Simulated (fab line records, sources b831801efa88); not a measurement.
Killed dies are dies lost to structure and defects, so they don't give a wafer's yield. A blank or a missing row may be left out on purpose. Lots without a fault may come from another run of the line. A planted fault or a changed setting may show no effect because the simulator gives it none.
Which tool did it? | flow sky130 | 24 lots, 72 wafers sampled, at 5 steps of a route of 708

WHAT THE GAUGES READ, wafer by wafer
SKY_GATE_OXIDE_THK_MEAS_02.
lot  | measured     | on            | GATE_OXIDE_OXIDATION_00_THK (nm)
L074 | day 12 16:31 | film_metro-02 | 10.27 10.43 10.32
L075 | day 13 02:01 | film_metro-02 | 10.40 10.55 10.47
L076 | day 13 15:04 | film_metro-02 | 9.96 9.97 10.01
L077 | day 13 19:10 | film_metro-03 | 10.23 10.06 10.11
L078 | day 14 02:19 | film_metro-01 | 10.23 10.26 10.17
L079 | day 14 09:44 | film_metro-01 | 10.15 9.95 10.05
L080 | day 14 13:20 | film_metro-03 | 10.38 10.21 10.21
L081 | day 15 04:02 | film_metro-02 | 10.41 10.28 10.36
L082 | day 15 15:24 | film_metro-03 | 9.84 9.80 9.89
L083 | day 16 09:32 | film_metro-02 | 10.06 9.91 10.05
L085 | day 16 12:20 | film_metro-01 | 10.14 10.54 10.49
L084 | day 16 14:44 | film_metro-01 | 9.84 9.76 9.94
L086 | day 16 14:44 | film_metro-02 | 10.20 10.38 10.28
L087 | day 17 07:34 | film_metro-01 | 10.21 10.39 10.43
L088 | day 17 16:17 | film_metro-03 | 10.17 10.13 10.14
L089 | day 18 08:10 | film_metro-03 | 10.12 10.55 10.24
L090 | day 18 09:35 | film_metro-01 | 10.51 10.53 10.50
L091 | day 18 22:52 | film_metro-02 | 10.45 10.51 10.08
L092 | day 19 02:41 | film_metro-03 | 10.33 10.31 10.24
L093 | day 19 04:49 | film_metro-03 | 10.24 10.31 10.19
L094 | day 19 13:13 | film_metro-01 | 10.15 10.33 10.26
L095 | day 19 17:55 | film_metro-01 | 10.42 10.09 10.33
L096 | day 20 08:55 | film_metro-03 | 10.09 10.13 10.07
L097 | day 20 18:24 | film_metro-03 | 10.43 10.36 10.29

SKY_GATE_OXIDE_TW_MEAS_14.
lot  | measured     | on            | GATE_OXIDE_TW
L074 | day 13 17:42 | film_metro-02 | 222.7 221.6 222.6
L075 | day 14 03:59 | film_metro-01 | 225.5 225.4 224.5
L076 | day 14 17:25 | film_metro-02 | 222.6 222.3 222.8
L077 | day 14 19:56 | film_metro-01 | 224.3 225.6 224.7
L078 | day 15 06:01 | film_metro-02 | 221.4 221.6 220.8
L079 | day 15 12:58 | film_metro-02 | 221.4 221.4 223.2
L080 | day 15 16:20 | film_metro-02 | 222.4 220.3 222.3
L081 | day 16 07:40 | film_metro-01 | 225.8 225.8 226.0
L082 | day 16 19:56 | film_metro-03 | 222.5 222.7 224.0
L083 | day 17 12:28 | film_metro-02 | 223.4 223.2 224.1
L085 | day 17 15:48 | film_metro-02 | 223.0 222.3 223.3
L084 | day 17 18:57 | film_metro-01 | 225.3 225.9 226.2
L086 | day 17 19:16 | film_metro-01 | 224.5 225.9 226.9
L087 | day 18 13:19 | film_metro-01 | 224.3 224.7 223.8
L088 | day 18 22:55 | film_metro-01 | 224.2 224.9 223.7
L089 | day 19 15:12 | film_metro-03 | 221.8 219.1 221.3
L090 | day 19 16:49 | film_metro-03 | 221.7 221.4 221.3
L091 | day 20 05:39 | film_metro-02 | 223.5 224.9 223.3
L092 | day 20 08:46 | film_metro-02 | 223.7 223.4 223.0
L093 | day 20 11:03 | film_metro-03 | 220.5 220.7 219.8
L094 | day 20 20:32 | film_metro-01 | 226.3 226.1 225.4
L095 | day 21 00:04 | film_metro-02 | 221.5 221.9 223.6
L096 | day 21 15:05 | film_metro-02 | 222.6 221.0 220.8
L097 | day 22 01:25 | film_metro-02 | 223.0 220.5 221.8

SKY_VIA3_THK_MEAS_23: measures by xrf.
lot  | measured     | on            | VIA3_W_THK (nm)
L074 | day 39 15:05 | film_metro-03 | 388 375 381
L075 | day 39 16:17 | film_metro-02 | 380 376 371
L076 | day 40 10:21 | film_metro-03 | 373 380 374
L077 | day 40 13:10 | film_metro-03 | 373 379 376
L078 | day 41 08:38 | film_metro-03 | 372 375 371
L079 | day 41 10:05 | film_metro-03 | 369 375 370
L080 | day 41 14:17 | film_metro-03 | 371 371 372
L081 | day 41 19:12 | film_metro-02 | 377 380 380
L082 | day 42 05:16 | film_metro-04 | 367 386 376
L083 | day 42 18:56 | film_metro-03 | 377 375 375
L085 | day 43 01:13 | film_metro-03 | 360 364 364
L084 | day 43 02:27 | film_metro-02 | 376 370 376
L086 | day 43 02:36 | film_metro-04 | 371 369 368
L087 | day 43 17:20 | film_metro-02 | 369 371 376
L088 | day 43 23:40 | film_metro-03 | 377 367 373
L089 | day 44 05:23 | film_metro-04 | 372 368 371
L090 | day 44 11:25 | film_metro-02 | 373 372 372
L091 | day 44 17:35 | film_metro-02 | 373 381 383
L092 | day 44 22:29 | film_metro-04 | 372 374 372
L093 | day 45 01:21 | film_metro-03 | 380 385 372
L094 | day 45 04:04 | film_metro-02 | 375 383 381
L095 | day 45 07:02 | film_metro-03 | 376 375 375
L096 | day 45 18:44 | film_metro-03 | 378 378 385
L097 | day 46 06:40 | film_metro-04 | 377 368 383

SKY_CAP2M_THK_MEAS_01.
lot  | measured     | on            | CAP2M_CVD_00_THK (nm)
L074 | day 39 15:38 | film_metro-01 | 15.65 15.57 15.74
L075 | day 39 16:49 | film_metro-03 | 15.76 15.70 15.46
L076 | day 40 10:53 | film_metro-03 | 15.49 15.82 15.97
L077 | day 40 13:43 | film_metro-01 | 15.15 15.58 15.41
L078 | day 41 09:10 | film_metro-03 | 15.05 15.56 15.77
L079 | day 41 10:38 | film_metro-01 | 15.47 15.19 15.61
L080 | day 41 14:50 | film_metro-03 | 15.56 15.31 15.60
L081 | day 41 19:44 | film_metro-04 | 15.29 15.62 15.76
L082 | day 42 05:49 | film_metro-04 | 15.46 15.70 15.59
L083 | day 42 19:28 | film_metro-03 | 15.54 15.34 15.73
L085 | day 43 01:46 | film_metro-04 | 15.36 15.22 15.55
L084 | day 43 02:59 | film_metro-04 | 15.64 16.00 15.90
L086 | day 43 03:17 | film_metro-04 | 15.45 15.50 15.52
L087 | day 43 17:53 | film_metro-01 | 15.66 15.54 15.90
L088 | day 44 00:14 | film_metro-04 | 15.59 16.11 15.71
L089 | day 44 05:55 | film_metro-04 | 15.26 15.57 15.57
L090 | day 44 12:05 | film_metro-01 | 15.28 15.25 15.23
L091 | day 44 18:08 | film_metro-04 | 15.52 15.65 15.62
L092 | day 44 23:02 | film_metro-03 | 15.06 15.35 15.76
L093 | day 45 01:53 | film_metro-04 | 15.39 15.66 15.84
L094 | day 45 04:43 | film_metro-03 | 15.61 15.75 15.68
L095 | day 45 07:43 | film_metro-03 | 15.38 15.46 15.67
L096 | day 45 19:17 | film_metro-03 | 15.75 15.82 15.97
L097 | day 46 07:12 | film_metro-01 | 15.38 15.54 15.30

SKY_CAP2M_THK_MEAS_04: measures by xrf.
lot  | measured     | on            | CAP2M_TIN_THK (nm)
L074 | day 39 15:55 | film_metro-03 | 198.6 200.2 197.8
L075 | day 39 17:07 | film_metro-04 | 200.3 200.4 203.3
L076 | day 40 11:11 | film_metro-01 | 201.9 199.8 197.6
L077 | day 40 14:00 | film_metro-03 | 198.4 199.6 200.0
L078 | day 41 09:28 | film_metro-04 | 204.0 202.4 201.5
L079 | day 41 10:55 | film_metro-01 | 197.1 198.2 198.3
L080 | day 41 15:07 | film_metro-01 | 198.0 196.6 194.9
L081 | day 41 20:02 | film_metro-04 | 199.3 200.7 200.3
L082 | day 42 06:06 | film_metro-03 | 200.2 199.9 201.7
L083 | day 42 19:46 | film_metro-04 | 201.0 198.5 199.9
L085 | day 43 02:03 | film_metro-01 | 196.9 197.6 195.0
L084 | day 43 03:17 | film_metro-01 | 195.7 198.6 196.9
L086 | day 43 03:34 | film_metro-04 | 196.2 196.4 195.3
L087 | day 43 18:10 | film_metro-04 | 198.1 200.7 201.4
L088 | day 44 00:31 | film_metro-04 | 197.3 199.1 198.1
L089 | day 44 06:13 | film_metro-01 | 197.0 198.9 200.1
L090 | day 44 12:22 | film_metro-04 | 197.2 200.1 200.0
L091 | day 44 18:25 | film_metro-03 | 200.6 200.8 200.9
L092 | day 44 23:19 | film_metro-04 | 194.4 193.2 192.7
L093 | day 45 02:10 | film_metro-03 | 197.1 195.1 198.5
L094 | day 45 05:00 | film_metro-01 | 199.4 198.3 198.9
L095 | day 45 08:01 | film_metro-03 | 200.3 202.0 202.0
L096 | day 45 19:34 | film_metro-03 | 199.1 200.5 198.7
L097 | day 46 07:29 | film_metro-04 | 192.2 191.7 192.3

WHICH TOOL RAN EACH LOT (tool, then ch and the chambers of the sampled wafers, then the start)
The record holds no process step before these readings.

WHAT THE TOOLS THEMSELVES READ (means of the sampled wafers that have a number; where no wafer has one, the mark that the record gives instead)
The record holds no such reading with a usual standard deviation.

THE ANSWER, worked out from the rows above alone
Rule: what is usual is taken from the lots themselves. Put in order of their means at a reading, lots are off if they are a third of the lots or fewer, leave a main group of 4 or more, and stand apart from it by a gap of 3 or more times the standard deviation of the main group's means; of several such gaps the widest counts. A main group whose means are all the same, to the digits that the tables above print for the reading, isn't used. A lot without any number at a reading at which 4 lots or more have one is off too. The other lots that the step has rows for count as sound. The gauges are gone through in route order, then the tools' own readings, and for those a lot's mean is taken as printed above. The first step at which some lot is off is used, and at that step the reading that is off furthest; a lot without a number counts as furthest.
No lot is off at any reading shown: from this, nothing can be told.

WHAT THE SIMULATOR HAD PUT IN
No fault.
